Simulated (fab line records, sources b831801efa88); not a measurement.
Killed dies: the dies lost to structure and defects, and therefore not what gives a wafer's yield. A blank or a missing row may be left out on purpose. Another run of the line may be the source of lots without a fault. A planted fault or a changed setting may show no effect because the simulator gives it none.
8D (eight disciplines) problem report, filled in by code -- flow sky130 -- the parts of the form that need people (team, actions taken, sign-off) are left out

== 1. THE PROBLEM ==
Mean of oesProductAu at SKY_VT_ADJUST_HVTR_STRIP_10: 0.858 a.u. over 3 wafers from 1 lot, against 0.716 a.u. (standard deviation 0.0049) on wafers with no fault. That puts it +29 standard deviations away from the usual mean.
The step: strips in O2/N2.
Earliest sighting: wafer L230.1 on plasmaAsher-03 at day 11 03:32. Wafers with a number at this step in the record: 36, from 12 lots. Rule for "out", or "out of limits": more than 4 standard deviations from the usual mean. All remaining wafers that have a number are taken as sound.

== 2. WHAT IT IS, WHAT IT ISN'T ==
question,is,is not
which readings at this step,oesProductAu,drypumpMotorCurrentA
which lots,L230,"L224, L225, L231, L236, L238, L239, L241, L242, L243, L244, L246"
which wafers of those lots,all that have a number,-
read on which tools,plasmaAsher-03,"plasmaAsher-01, plasmaAsher-04"
when,from day 11 03:32,"up to then (6 sound wafers); but 27 sound wafers of L231, L236, L238, L239, L241, L242, L243, L244, L246 came after"

== 3. WHAT RULES OUT EACH SUSPECT ==
Counting: a tool at any process step up to the reading remains a suspect when it ran all the lots that are out and ran no sound lot after the first of those.
- rieDiel-04 at SKY_FIELD_ISO_ETCH_15 (etches the open film in CHF3/O2, stops on Si, target depth 180 nm, time 72 s): ruled out as a lasting fault. The sound lots L231, L236, L241, L244, L246 went through it after L230, its earliest lot that is out (day 3 11:07).
- plasmaAsher-01 at SKY_PWDE_STRIP_09 (strips in O2/N2): ruled out as a lasting fault. The sound lots L236, L238, L241, L243 went through it after L230, its earliest lot that is out (day 5 04:10).
- plasmaAsher-03 at SKY_VT_ADJUST_HVTR_STRIP_10 (strips in O2/N2): ruled out as a lasting fault. The sound lots L242, L244 went through it after L230, its earliest lot that is out (day 11 03:32).
Left after counting: nothing in the record.

== 4. THE CAUSE (what the simulator had put in) ==
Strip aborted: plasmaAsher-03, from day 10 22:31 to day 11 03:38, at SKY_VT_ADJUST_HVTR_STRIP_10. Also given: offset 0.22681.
Counting ruled it out, wrongly.

== 5. SEQUENCE OF EFFECTS, ordered by route ==
One row per reading whose mean, taken over the struck wafers that have a number, lies over 3 standard deviations from the usual. Readings are gone through only where the record gives a usual standard deviation; hours: the median, over the lots, of the time from a lot's start at the first step in this table giving one to that lot's start at this step; sigmas: the change measured in usual standard deviations.
hours,step,reading,usual,on struck wafers,change,sigmas
0,SKY_VT_ADJUST_HVTR_STRIP_10,oesProductAu,0.716 a.u.,0.858,+0.142,+29
It contains these process steps:
- SKY_VT_ADJUST_HVTR_STRIP_10: strips in O2/N2.
Readings that are blank on the struck wafers while sound wafers have them: stripTimeToEndpointS at SKY_VT_ADJUST_HVTR_STRIP_10.

== 6. HOW IT WOULD HAVE BEEN CAUGHT EARLIER ==
In this record the first reading out of limits was taken at day 11 03:32, 5 hours after the fault began at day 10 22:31.
